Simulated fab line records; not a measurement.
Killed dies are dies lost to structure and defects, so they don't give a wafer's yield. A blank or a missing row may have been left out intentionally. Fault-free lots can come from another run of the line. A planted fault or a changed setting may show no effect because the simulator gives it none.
Code-filled problem report in 8D (eight disciplines) form | flow gf180mcu | the parts of the form that need people (team, actions taken, sign-off) are left out

== 1. THE PROBLEM ==
Wafers without a fault read 0.4001 Pa, standard deviation 0.00082; chamber-pressure-pa at GF_M2_SPUTTER_04 reads a mean of 0.2287 Pa on 6 wafers belonging to 2 lots. That is -99 or more standard deviations from the usual mean.
The step: material TiN, target thk 50 nm, time 41.7 s.
First observed at day 19 17:52: wafer L975.2, on pvd-sputter-04. At this step, 42 wafers from 14 lots have a number in the record. Rule for "out" (also "out of limits"): further than 4 standard deviations from the usual mean. The other wafers with a number count as sound.

== 2. WHAT IT IS AND WHAT IT IS NOT ==
question                    | is                                      | is not
which readings at this step | chamber-pressure-pa, throttle-valve-pct | -
which lots                  | L975, L976                              | L971, L972, L979, L982, L984, L985, L986, L987, L988, L991, L992, L994
which wafers of those lots  | all that have a number                  | -
read on which tools         | pvd-sputter-04                          | pvd-sputter-01, pvd-sputter-03
when                        | from day 19 17:52                       | up to then (6 sound wafers); but 30 sound wafers of L979, L982, L984, L985, L986, L987, L988, L991, L992, L994 came after

== 3. SUSPECTS, AND WHAT RULES EACH OUT ==
Counting: a tool at a process step up to the reading stays a suspect if it ran every lot that is out and no sound lot after the first of them.
- pvd-sputter-04 at GF_M2_SPUTTER_04 (material TiN, target thk 50 nm, time 41.7 s): ruled out as a lasting fault. Following L975 (day 19 17:52), the first lot on it that is out, the sound lots L988, L991, L992, L994 were run on it.
Left after counting: nothing in the record.

== 4. THE CAUSE (what the simulator had put in) ==
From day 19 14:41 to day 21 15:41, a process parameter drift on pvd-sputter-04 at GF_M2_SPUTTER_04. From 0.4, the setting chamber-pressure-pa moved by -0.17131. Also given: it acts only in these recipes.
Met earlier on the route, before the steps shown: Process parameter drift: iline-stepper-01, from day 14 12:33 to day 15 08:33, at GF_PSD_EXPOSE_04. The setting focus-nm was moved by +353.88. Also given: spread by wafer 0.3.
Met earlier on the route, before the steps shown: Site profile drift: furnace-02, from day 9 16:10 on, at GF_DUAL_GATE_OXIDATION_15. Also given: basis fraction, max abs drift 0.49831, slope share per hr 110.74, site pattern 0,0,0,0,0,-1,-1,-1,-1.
Counting ruled it out, wrongly.

== 5. SEQUENCE OF EFFECTS, ordered by route ==
Each row: a reading where the mean over the struck wafers with a number is more than 3 standard deviations away from the usual. Only readings whose record carries a usual standard deviation are examined. hours: median over the lots of the time between each lot's start at the first step of this table that gives one and its start at this step. sigmas: the change, counted in usual standard deviations.
hours | step             | reading             | usual     | on struck wafers | change  | sigmas
0     | GF_M2_SPUTTER_04 | chamber-pressure-pa | 0.4001 Pa | 0.2287           | -0.1714 | -99 or more
0     | GF_M2_SPUTTER_04 | throttle-valve-pct  | 29.8 %    | 39.6             | +9.8    | +8.9
It contains these process steps:
- GF_M2_SPUTTER_04: material TiN, target thk 50 nm, time 41.7 s.

== 6. WHAT WOULD HAVE CAUGHT IT SOONER ==
In this record the first reading out of limits was taken at day 19 17:52, 3 hours after the fault began at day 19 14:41.
